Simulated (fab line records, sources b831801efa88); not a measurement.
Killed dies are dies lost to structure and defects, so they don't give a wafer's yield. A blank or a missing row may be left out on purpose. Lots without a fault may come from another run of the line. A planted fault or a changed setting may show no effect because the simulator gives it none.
One fault seen from 2 desks | flow gf180mcu | each desk has only its own numbers; what lay behind them comes last

THE TOOL OWNER'S DESK: litho_track-02
The tool's own readings at GF_M3_PEB_12 (peb time 90 s): means of the sampled wafers that have a number, for each lot that ran on this tool. A lot is out of limits, marked OUT, if its mean lies more than 4 standard deviations from the usual mean; the brackets give that distance.
Columns: A = exhaust_pa at GF_M3_PEB_12, usual 45.1 Pa; B = heater_power_total_W at GF_M3_PEB_12, usual 85.70 W
lot  | first seen here | A    | B
L954 | day 23 15:28    | 45.4 | 85.63
L964 | day 26 20:04    | 44.7 | 86.56 (+9.2) OUT
This desk's finding: out of limits on L964; first on L964, day 26 20:04 (heater_power_total_W at GF_M3_PEB_12). In limits: L954.

THE METROLOGY DESK
What the gauges read, lot by lot, whatever tool the lot ran on: means of the sampled wafers that have a number. A lot is out of limits, marked OUT, if its mean lies more than 4 standard deviations from the usual mean; the brackets give that distance.
Columns: A = M3_ALCU_RS at GF_M3_RS_MEAS_05, usual 0.0696 ohm/sq; B = M3_ALCU_THK at GF_M3_THK_MEAS_06, usual 450 nm
lot  | first seen here | A      | B
L953 | day 22 02:44    | 0.0692 | 453
L954 | day 22 17:17    | 0.0708 | 442
L964 | day 25 23:37    | 0.0706 | 446
L970 | day 27 16:54    | 0.0694 | 450
L971 | day 27 23:43    | 0.0694 | 449
This desk's finding: nothing out of limits on any of the 5 lots.

PUT TOGETHER
The tool owner's desk could have raised an alarm at day 26 20:04, on L964.
The metrology desk saw nothing out of limits.
The metrology desk has L964 on record, within its limits.
Of the lots named, all ran GF_M3_PEB_12 on litho_track-02.

WHAT THE SIMULATOR HAD PUT IN
Process parameter drift: litho_track-02, from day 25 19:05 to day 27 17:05, at GF_M3_PEB_12. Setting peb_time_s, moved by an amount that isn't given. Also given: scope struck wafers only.
Lots struck among those shown: L964.
Hours from the fault's start to each desk's first reading out of limits: the tool owner's desk, 25.
